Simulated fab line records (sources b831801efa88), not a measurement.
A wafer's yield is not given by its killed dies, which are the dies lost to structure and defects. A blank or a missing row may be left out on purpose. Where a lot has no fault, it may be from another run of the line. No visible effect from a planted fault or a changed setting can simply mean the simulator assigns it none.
Chamber matching || flow gf180mcu || 3 sister chambers for GF_V5_CVD_02 on pecvd-02
The step deposits SiO2 from TEOS, target thk 1450 nm, time 163.28 s. 6 wafers are shown with their chamber, then 10 later ones without.

== WAFERS WITH THEIR CHAMBER ==
{"wafer": "L078.5", "chamber": 1, "heater_power_outer_w (W)": 374, "heater_power_w (W)": 659}
{"wafer": "L083.1", "chamber": 2, "heater_power_outer_w (W)": 364, "heater_power_w (W)": 693}
{"wafer": "L083.3", "chamber": 0, "heater_power_outer_w (W)": 563, "heater_power_w (W)": 800}
{"wafer": "L083.6", "chamber": 0, "heater_power_outer_w (W)": 448, "heater_power_w (W)": 631}
{"wafer": "L084.2", "chamber": 1, "heater_power_outer_w (W)": 395, "heater_power_w (W)": 680}
{"wafer": "L084.5", "chamber": 2, "heater_power_outer_w (W)": 277, "heater_power_w (W)": 583}

== WAFERS WITH NO CHAMBER GIVEN ==
{"wafer": "L084.6", "heater_power_outer_w (W)": 292, "heater_power_w (W)": 560}
{"wafer": "L087.3", "heater_power_outer_w (W)": 314, "heater_power_w (W)": 617}
{"wafer": "L087.5", "heater_power_outer_w (W)": 368, "heater_power_w (W)": 693}
{"wafer": "L087.6", "heater_power_outer_w (W)": 578, "heater_power_w (W)": 788}
{"wafer": "L089.1", "heater_power_outer_w (W)": 473, "heater_power_w (W)": 650}
{"wafer": "L089.5", "heater_power_outer_w (W)": 533, "heater_power_w (W)": 744}
{"wafer": "L089.6", "heater_power_outer_w (W)": 294, "heater_power_w (W)": 556}
{"wafer": "L095.1", "heater_power_outer_w (W)": 563, "heater_power_w (W)": 800}
{"wafer": "L095.3", "heater_power_outer_w (W)": 367, "heater_power_w (W)": 683}
{"wafer": "L095.6", "heater_power_outer_w (W)": 463, "heater_power_w (W)": 636}

== WHICH CHAMBER EACH WENT THROUGH ==
{"wafer": "L084.6", "from the rows above": "can't be placed: 2 or 1", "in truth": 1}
{"wafer": "L087.3", "from the rows above": "can't be placed: 2 or 1", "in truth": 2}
{"wafer": "L087.5", "from the rows above": "can't be placed: 1 or 2 or 0", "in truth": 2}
{"wafer": "L087.6", "from the rows above": 0, "in truth": 0}
{"wafer": "L089.1", "from the rows above": "can't be placed: 0 or 1 or 2", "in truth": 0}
{"wafer": "L089.5", "from the rows above": 0, "in truth": 0}
{"wafer": "L089.6", "from the rows above": "can't be placed: 2 or 1", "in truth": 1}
{"wafer": "L095.1", "from the rows above": "can't be placed: 0 or 1", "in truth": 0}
{"wafer": "L095.3", "from the rows above": "can't be placed: 1 or 2", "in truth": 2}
{"wafer": "L095.6", "from the rows above": "can't be placed: 0 or 1 or 2", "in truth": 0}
Correctly placed: 2 of 10. Cannot be placed on the basis of these rows: 8; the candidates contain the true chamber in 8. Wrongly placed: 0.
How it was worked out, from the rows above alone: a wafer's distance from a chamber is the root of the sum, over the readings, of the square of ((its reading less the chamber's mean) divided by the reading's scatter). If the next closest chamber is less than 2 further off than the closest, the wafer can't be placed; otherwise it belongs to the closest. For every chamber, the mean is computed from those of its wafers that are shown. How the scatter is found: for the shown wafers, subtract from each reading the mean of its chamber, square and add these, divide the total by (wafers less chambers), then take the root.
